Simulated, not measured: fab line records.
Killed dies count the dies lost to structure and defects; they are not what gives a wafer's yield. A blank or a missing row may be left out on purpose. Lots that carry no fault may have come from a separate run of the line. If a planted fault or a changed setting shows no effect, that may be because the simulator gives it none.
fab line records + flow sky130
record
- lots=12
- wafers=36
- last_day=50
route steps=708 shown FIELD_ISO@1 DNWELL@44 PWDE@55 PAD_OPEN@708
lots that met no fault: from a run of the same line without faults
start_h: the number of hours between the record's first day and the start of the first shown wafer of the lot + wait_h: time in hours since the lot's previous step + " same as the row above + L1.1+2: several wafers, shown together as one row + - either no value or no given start + * or withheld: withheld + < > ~ a bound
route shown NAME@n: NAME is a module with steps in the file, n the number in the route of the first one + usual: the fault-free wafers' mean and standard deviation + same: alike in all rows + chamber/n: place in a boat + sites: per-site readings + _std_site: standard deviation of those values + _edge_site: outer sites' mean less inner sites' + radius_mm: how far each site lies from the wafer's centre + mask NAME#n: copy n + behind: the last tool/chamber to shape the wafer + hold: what put the lot on hold/how long, in hours/how the hold closed + device: the n, p or np transistor that did not switch + end of line: the tests these same wafers got at the end of their route + a step given without rows: its recipe and nothing more + killed: the dies lost at the first sort to structure and to defects; this is not the yield of the wafer + map: per-die view of a wafer (x killed, . not killed, _ where there is no die)
set.NAME: the setting the step ran with; set.NAME@STEP: the setting that earlier step ran with + model.NAME: the simulator's own value behind a step, which no gauge read
a sample of lots followed through the steps of the route, with each step as a table and each wafer as a row
services: the hour from which a tool's chamber was out of use, counted from the record's first day as start_h (under 0 if before that day), plus the number of hours and why
## steps
# step SKY_FIELD_ISO_BOW_MEAS_00
# recipe
- mode=bow
# usual
- INCOMING_BOW=0/6.7
| lot.wafer | tool          | chamber | start_h | wait_h | INCOMING_BOW[um] |
|-----------|---------------|---------|---------|--------|------------------|
| L210.2    | film_metro-01 | -       | 10.02   | -      | -10              |
| L210.3    | "             | -       | "       | "      | -3               |
| L210.6    | "             | -       | "       | "      | -2               |
| L211.1    | film_metro-01 | -       | 15.00   | -      | 0                |
| L211.3    | "             | -       | "       | "      | 1                |
| L211.6    | "             | -       | "       | "      | -1               |
| L214.3    | film_metro-01 | -       | 30.04   | -      | 7                |
| L214.4    | "             | -       | "       | "      | 5                |
| L214.6    | "             | -       | "       | "      | 3                |
| L215.1    | film_metro-01 | -       | 35.00   | -      | -1               |
| L215.5    | "             | -       | "       | "      | -7               |
| L215.6    | "             | -       | "       | "      | -7               |
| L220.2    | film_metro-04 | -       | 60.02   | -      | 4                |
| L220.3    | "             | -       | "       | "      | -13              |
| L220.4    | "             | -       | "       | "      | -12              |
| L221.3    | film_metro-04 | -       | 65.04   | -      | 2                |
| L221.4    | "             | -       | "       | "      | 5                |
| L221.5    | "             | -       | "       | "      | -8               |
| L223.2    | film_metro-04 | -       | 75.02   | -      | 8                |
| L223.4    | "             | -       | "       | "      | 11               |
| L223.6    | "             | -       | "       | "      | 13               |
| L225.3    | film_metro-01 | -       | 85.04   | -      | 4                |
| L225.4    | "             | -       | "       | "      | 4                |
| L225.5    | "             | -       | "       | "      | 0                |
| L227.4    | film_metro-01 | -       | 95.06   | -      | 14               |
| L227.5    | "             | -       | "       | "      | 7                |
| L227.6    | "             | -       | "       | "      | -5               |
| L229.1    | film_metro-01 | -       | 105.00  | -      | -3               |
| L229.3    | "             | -       | "       | "      | -1               |
| L229.5    | "             | -       | "       | "      | -10              |
| L231.2    | film_metro-03 | -       | 115.02  | -      | 9                |
| L231.3    | "             | -       | "       | "      | 3                |
| L231.5    | "             | -       | "       | "      | 7                |
| L233.2    | film_metro-03 | -       | 125.02  | -      | -12              |
| L233.3    | "             | -       | "       | "      | -3               |
| L233.4    | "             | -       | "       | "      | 1                |
# step SKY_FIELD_ISO_ETCH_17
# recipe
- target_depth_a=3420
- mask_material=Si3N4
- chemistry=HBr/Cl2/O2
- target=Si
- taper_deg=5
- icp_w=600
- bias_w=150
- pressure_mtorr=15
- HBr_flow_sccm=150
- Cl2_flow_sccm=40
- O2_flow_sccm=6
- time_s=97.7
# usual
- drypump_motor_current_A=5.9/0.31
- mfc_cl2_sccm=39.98/0.13
- oes_product_au=1.001/0.0078
- rf_fwd_power_W=596.5/2
- throttle_valve_pct=25.655/0.011
| lot.wafer | tool      | chamber | start_h | wait_h | drypump_motor_current_A | mfc_cl2_sccm | oes_product_au | rf_fwd_power_W | rf_hours_counter_h | throttle_valve_pct |
|-----------|-----------|---------|---------|--------|-------------------------|--------------|----------------|----------------|--------------------|--------------------|
| L210.2    | rie_si-02 | 2       | 27.98   | 0.1    | 6.0                     | 40.03        | 1.004          | 599.1          | 39                 | 25.647             |
| L210.3    | "         | 3       | "       | "      | 5.7                     | 39.93        | 1.007          | 595.3          | 3                  | 25.657             |
| L210.6    | "         | 1       | "       | "      | 5.8                     | 39.99        | 0.988          | 595.2          | -                  | 25.672             |
| L211.1    | rie_si-02 | 2       | 33.99   | 0.1    | 5.9                     | 39.78        | 1.000          | 598.1          | 39                 | 25.657             |
| L211.3    | "         | 0       | "       | "      | 5.3                     | 39.95        | 0.995          | 598.7          | 3                  | 25.653             |
| L211.6    | "         | 1       | "       | "      | 5.8                     | 40.02        | 0.991          | 600.1          | -                  | 25.649             |
| L214.3    | rie_si-02 | 2       | 49.22   | 0.0    | 5.9                     | 40.01        | 0.988          | 599.1          | 39                 | 25.675             |
| L214.4    | "         | 1       | "       | "      | 5.9                     | 39.94        | 0.993          | 592.6          | 1                  | 25.676             |
| L214.6    | "         | 2       | "       | "      | 5.9                     | 39.88        | 0.998          | 601.2          | -                  | 25.648             |
| L215.1    | rie_si-02 | 2       | 55.44   | 0.1    | 5.9                     | 39.90        | 0.992          | 597.4          | 39                 | 25.656             |
| L215.5    | "         | 2       | "       | "      | 5.9                     | 39.91        | 0.992          | 600.0          | -                  | 25.671             |
| L215.6    | "         | 1       | "       | "      | 5.9                     | 39.98        | 0.994          | 597.0          | -                  | 25.644             |
| L220.2    | rie_si-01 | 3       | 81.72   | 0.1    | 6.1                     | 40.28        | 1.009          | 596.2          | 3                  | 25.669             |
| L220.3    | "         | 0       | "       | "      | 5.8                     | 39.85        | 1.054          | 692.1          | 80                 | 25.617             |
| L220.4    | "         | 1       | "       | "      | 6.3                     | 39.93        | 1.011          | 595.1          | 103                | 25.655             |
| L221.3    | rie_si-01 | 1       | 85.49   | 0.0    | 6.4                     | 40.05        | 1.010          | 593.8          | 103                | 25.660             |
| L221.4    | "         | 3       | "       | "      | 6.1                     | 40.06        | 1.012          | 595.9          | 3                  | 25.666             |
| L221.5    | "         | 0       | "       | "      | 5.8                     | 40.09        | 1.062          | 690.6          | -                  | 25.623             |
| L223.2    | rie_si-02 | 0       | 95.54   | 0.1    | 5.3                     | 40.02        | 0.988          | 596.8          | 4                  | 25.656             |
| L223.4    | "         | 1       | "       | "      | 5.8                     | 40.15        | 1.001          | 594.0          | 2                  | 25.644             |
| L223.6    | "         | 2       | "       | "      | 5.9                     | 40.02        | 0.998          | 597.6          | -                  | 25.661             |
| L225.3    | rie_si-02 | 1       | 106.54  | 0.0    | 5.9                     | 40.17        | 0.996          | 596.1          | 2                  | 25.665             |
| L225.4    | "         | 0       | "       | "      | 5.3                     | 39.96        | 0.990          | 598.5          | 4                  | 25.672             |
| L225.5    | "         | 2       | "       | "      | 5.9                     | 40.01        | 1.003          | 600.6          | -                  | 25.657             |
| L227.4    | rie_si-02 | 2       | 120.57  | 0.0    | 5.9                     | 40.03        | 0.996          | 597.7          | 39                 | 25.656             |
| L227.5    | "         | 3       | "       | "      | 5.7                     | 39.89        | 1.005          | 598.5          | -                  | 25.645             |
| L227.6    | "         | 2       | "       | "      | 5.9                     | 39.89        | 0.998          | 598.5          | -                  | 25.641             |
| L229.1    | rie_si-02 | 1       | 129.29  | 0.1    | 5.9                     | 40.00        | 1.003          | 593.9          | 2                  | 25.676             |
| L229.3    | "         | 0       | "       | "      | 5.3                     | 40.26        | 1.004          | 597.3          | 4                  | 25.669             |
| L229.5    | "         | 3       | "       | "      | 5.7                     | 39.86        | 0.997          | 598.1          | -                  | 25.663             |
| L231.2    | rie_si-02 | 3       | 140.32  | 0.1    | 5.7                     | 40.23        | 0.994          | 597.1          | 4                  | 25.661             |
| L231.3    | "         | 0       | "       | "      | 5.2                     | 39.98        | 0.989          | 597.3          | 4                  | 25.676             |
| L231.5    | "         | 3       | "       | "      | 5.7                     | 40.34        | 1.000          | 596.9          | -                  | 25.656             |
| L233.2    | rie_si-02 | 3       | 151.49  | 0.1    | 5.7                     | 39.87        | 1.007          | 596.9          | 4                  | 25.643             |
| L233.3    | "         | 2       | "       | "      | 6.0                     | 39.65        | 1.004          | 597.7          | 40                 | 25.655             |
| L233.4    | "         | 3       | "       | "      | 5.7                     | 39.93        | 1.016          | 598.4          | -                  | 25.645             |
# step SKY_DNWELL_TW_MEAS_09
# usual
- DNWELL_TW=1112/7.9
| lot.wafer | tool          | chamber | start_h | wait_h | DNWELL_TW |
|-----------|---------------|---------|---------|--------|-----------|
| L210.2    | film_metro-04 | -       | 48.73   | 0.1    | 1108      |
| L210.3    | "             | -       | "       | "      | 1112      |
| L210.6    | "             | -       | "       | "      | 1112      |
| L211.1    | film_metro-02 | -       | 59.92   | 0.1    | 1101      |
| L211.3    | "             | -       | "       | "      | 1104      |
| L211.6    | "             | -       | "       | "      | 1098      |
| L214.3    | film_metro-04 | -       | 71.79   | 0.1    | 1116      |
| L214.4    | "             | -       | "       | "      | 1112      |
| L214.6    | "             | -       | "       | "      | 1109      |
| L215.1    | film_metro-03 | -       | 80.29   | 0.1    | 1122      |
| L215.5    | "             | -       | "       | "      | 1116      |
| L215.6    | "             | -       | "       | "      | 1108      |
| L220.2    | film_metro-02 | -       | 105.35  | 0.1    | 1102      |
| L220.3    | "             | -       | "       | "      | 1110      |
| L220.4    | "             | -       | "       | "      | 1103      |
| L221.3    | film_metro-02 | -       | 110.44  | 0.1    | 1106      |
| L221.4    | "             | -       | "       | "      | 1099      |
| L221.5    | "             | -       | "       | "      | 1108      |
| L223.2    | film_metro-02 | -       | 120.10  | 0.1    | 1111      |
| L223.4    | "             | -       | "       | "      | 1121      |
| L223.6    | "             | -       | "       | "      | 1113      |
| L225.3    | film_metro-02 | -       | 135.02  | 0.1    | 1105      |
| L225.4    | "             | -       | "       | "      | 1106      |
| L225.5    | "             | -       | "       | "      | 1106      |
| L227.4    | film_metro-03 | -       | 149.40  | 0.1    | 1107      |
| L227.5    | "             | -       | "       | "      | 1107      |
| L227.6    | "             | -       | "       | "      | 1108      |
| L229.1    | film_metro-02 | -       | 155.00  | 0.1    | 1103      |
| L229.3    | "             | -       | "       | "      | 1098      |
| L229.5    | "             | -       | "       | "      | 1097      |
| L231.2    | film_metro-02 | -       | 168.08  | 0.1    | 1109      |
| L231.3    | "             | -       | "       | "      | 1112      |
| L231.5    | "             | -       | "       | "      | 1108      |
| L233.2    | film_metro-04 | -       | 178.11  | 0.1    | 1128      |
| L233.3    | "             | -       | "       | "      | 1121      |
| L233.4    | "             | -       | "       | "      | 1116      |
# step SKY_PWDE_TW_MEAS_10
# usual
- PWDE_TW=374.7/2.5
| lot.wafer | tool          | chamber | start_h | wait_h | PWDE_TW |
|-----------|---------------|---------|---------|--------|---------|
| L210.2    | film_metro-03 | -       | 65.41   | 0.1    | 373.8   |
| L210.3    | "             | -       | "       | "      | 372.5   |
| L210.6    | "             | -       | "       | "      | 370.4   |
| L211.1    | film_metro-03 | -       | 76.21   | 0.1    | 371.9   |
| L211.3    | "             | -       | "       | "      | 370.6   |
| L211.6    | "             | -       | "       | "      | 371.5   |
| L214.3    | film_metro-03 | -       | 88.77   | 0.1    | 373.9   |
| L214.4    | "             | -       | "       | "      | 373.7   |
| L214.6    | "             | -       | "       | "      | 372.6   |
| L215.1    | film_metro-03 | -       | 97.15   | 0.1    | 375.2   |
| L215.5    | "             | -       | "       | "      | 376.1   |
| L215.6    | "             | -       | "       | "      | 376.1   |
| L220.2    | film_metro-02 | -       | 123.23  | 0.1    | 372.5   |
| L220.3    | "             | -       | "       | "      | 374.3   |
| L220.4    | "             | -       | "       | "      | 374.3   |
| L221.3    | film_metro-04 | -       | 128.89  | 0.1    | 376.0   |
| L221.4    | "             | -       | "       | "      | 378.8   |
| L221.5    | "             | -       | "       | "      | 377.0   |
| L223.2    | film_metro-04 | -       | 138.88  | 0.1    | 376.6   |
| L223.4    | "             | -       | "       | "      | 376.6   |
| L223.6    | "             | -       | "       | "      | 377.4   |
| L225.3    | film_metro-04 | -       | 154.82  | 0.1    | 379.0   |
| L225.4    | "             | -       | "       | "      | 379.7   |
| L225.5    | "             | -       | "       | "      | 378.5   |
| L227.4    | film_metro-04 | -       | 170.23  | 0.1    | 375.2   |
| L227.5    | "             | -       | "       | "      | 375.9   |
| L227.6    | "             | -       | "       | "      | 377.3   |
| L229.1    | film_metro-04 | -       | 176.22  | 0.1    | 378.2   |
| L229.3    | "             | -       | "       | "      | 379.3   |
| L229.5    | "             | -       | "       | "      | 378.5   |
| L231.2    | film_metro-02 | -       | 188.97  | 0.1    | 375.8   |
| L231.3    | "             | -       | "       | "      | 374.3   |
| L231.5    | "             | -       | "       | "      | 372.9   |
| L233.2    | film_metro-02 | -       | 199.06  | 0.1    | 371.1   |
| L233.3    | "             | -       | "       | "      | 371.7   |
| L233.4    | "             | -       | "       | "      | 373.3   |
# step SKY_PAD_OPEN_PROBE_99
# usual
- killed_at_M0_to_M3=43/7.4
- killed_at_M4_up=3.1/1.9
- killed_at_contacts=25/5.4
- killed_at_front_end=15/4.3
- killed_at_other=0.3/0.54
- killed_dies=86/10
- killed_open=46/7.4
- killed_short=40/7
# same
- gross_dies=492
- killed_at_back_side=0
| lot.wafer | tool      | chamber | start_h | wait_h | killed_at_M0_to_M3 | killed_at_M4_up | killed_at_contacts | killed_at_front_end | killed_at_other | killed_dies | killed_open | killed_short |
|-----------|-----------|---------|---------|--------|--------------------|-----------------|--------------------|---------------------|-----------------|-------------|-------------|--------------|
| L220.2    | prober-01 | -       | 1144.24 | 0.1    | 52                 | 1               | 27                 | 8                   | 1               | 89          | 55          | 34           |
| L220.3    | prober-01 | -       | 1144.29 | 0.2    | 33                 | 1               | 25                 | 6                   | 0               | 65          | 33          | 32           |
| L220.4    | prober-01 | -       | 1144.34 | 0.2    | 42                 | 8               | 23                 | 10                  | 0               | 83          | 38          | 44           |
| L223.2    | prober-02 | -       | 1152.29 | 0.1    | 45                 | 4               | 21                 | 21                  | 0               | 91          | 51          | 40           |
| L223.4    | prober-02 | -       | 1152.39 | 0.2    | 64                 | 4               | 29                 | 19                  | 0               | 116         | 60          | 56           |
| L223.6    | prober-02 | -       | 1152.49 | 0.2    | 46                 | 4               | 26                 | 22                  | 1               | 99          | 48          | 51           |
| L225.3    | prober-02 | -       | 1166.59 | 0.2    | 54                 | 2               | 29                 | 12                  | 0               | 97          | 51          | 45           |
| L225.4    | prober-02 | -       | 1166.64 | 0.2    | 44                 | 2               | 33                 | 13                  | 0               | 92          | 52          | 40           |
| L225.5    | prober-02 | -       | 1166.69 | 0.2    | 42                 | 2               | 23                 | 13                  | 0               | 80          | 34          | 45           |
# killed by level:class
L220.2 VIA1:geometric_particle:open=11 CONTACT:geometric_particle:open=10 VIA3:geometric_particle:open=10 LI_CONTACT:geometric_particle:open=9 METAL2:geometric_particle:short=8 VIA2:geometric_particle:open=6 CONTACT:geometric_particle:short=5 METAL1:geometric_particle:short=4
L220.3 CONTACT:geometric_particle:open=8 VIA1:geometric_particle:open=7 CONTACT:geometric_particle:short=6 METAL2:geometric_particle:short=6 VIA3:geometric_particle:open=5 LI_CONTACT:geometric_particle:short=4 LI_CONTACT:geometric_particle:open=4 VIA2:geometric_particle:open=4
L220.4 VIA1:geometric_particle:open=11 CONTACT:geometric_particle:open=8 METAL2:geometric_particle:short=8 METAL4:geometric_particle:short=7 LI_CONTACT:geometric_particle:open=6 VIA2:geometric_particle:open=6 VIA1:geometric_particle:short=5 CONTACT:geometric_particle:short=5
L223.2 CONTACT:geometric_particle:open=9 VIA1:geometric_particle:open=9 VIA2:geometric_particle:open=9 POLY_GATE:geometric_particle:short=6 VIA2:geometric_particle:short=6 FIELD_ISO:geometric_particle:short=5 CONTACT:geometric_particle:short=5 VIA3:geometric_particle:open=5
L223.4 VIA1:geometric_particle:open=13 METAL2:geometric_particle:short=11 POLY_GATE:geometric_particle:open=8 LI_CONTACT:geometric_particle:open=8 VIA1:geometric_particle:short=7 CONTACT:geometric_particle:open=7 VIA3:geometric_particle:open=6 METAL1:geometric_particle:short=6
L223.6 CONTACT:geometric_particle:open=12 VIA3:geometric_particle:open=9 METAL1:geometric_particle:short=9 VIA1:geometric_particle:open=8 VIA1:geometric_particle:short=6 CONTACT:geometric_particle:short=6 POLY_GATE:geometric_particle:short=5 METAL2:geometric_particle:short=5
L225.3 VIA1:geometric_particle:open=15 VIA1:geometric_particle:short=12 LI_CONTACT:geometric_particle:open=8 CONTACT:geometric_particle:short=7 VIA2:geometric_particle:open=6 VIA3:geometric_particle:open=6 LI_CONTACT:geometric_particle:short=5 CONTACT:geometric_particle:open=5
L225.4 CONTACT:geometric_particle:open=20 VIA1:geometric_particle:open=8 CONTACT:geometric_particle:short=6 VIA1:geometric_particle:short=6 METAL2:geometric_particle:short=6 VIA2:geometric_particle:open=6 METAL1:geometric_particle:short=5 POLY_GATE:geometric_particle:open=4
L225.5 METAL2:geometric_particle:short=8 CONTACT:geometric_particle:short=7 VIA1:geometric_particle:open=7 FIELD_ISO:geometric_particle:open=6 LI_CONTACT:geometric_particle:short=6 METAL1:geometric_particle:short=6 VIA1:geometric_particle:short=6 CONTACT:geometric_particle:open=4
## services
| tool      | chamber | start_h | hours | kind   |
|-----------|---------|---------|-------|--------|
| rie_si-02 | 0       | 51.33   | 1.0   | repair |
| rie_si-01 | 2       | 53.00   | 5.5   | repair |
| rie_si-02 | -       | 57.20   | 0.7   | repair |
| rie_si-02 | 2       | 72.88   | 8.3   | repair |
| rie_si-02 | 1       | 136.88  | 111.6 | repair |
## key
first_sign
- step=SKY_FIELD_ISO_ETCH_17
- reading=rf_fwd_power_W
- direction=up
- sigmas=47
- usual=596.5
- struck=691.4
effect
- step=SKY_FIELD_ISO_ETCH_17
- reading=oes_product_au
- direction=up
- sigmas=7.3
- usual=1.001
- struck=1.058
met_at SKY_FIELD_ISO_ETCH_17
struck_lots L220,L221
struck_wafers L220.3,L221.5
tester_left_out L220,L221
not_acting_at SKY_FIELD_ISO_BOW_MEAS_00,SKY_DNWELL_TW_MEAS_09,SKY_PWDE_TW_MEAS_10
fault
- kind=process_parameter_drift
- tool=rie_si-01
- chamber=0
- onset_h=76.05
- steps=SKY_FIELD_ISO_ETCH_17
- channel=icp_w
- offset=96
- shape=step
- end_h=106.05
- acts_in=these_recipes_only
- stated=600
# tester_left_out: of these lots the tester's yield and bins aren't shown, on N5 and GAA mostly nor the transistor test; their killed dies are dies lost to structure and defects alone, not to doping, threshold or leakage, so they don't give the yield
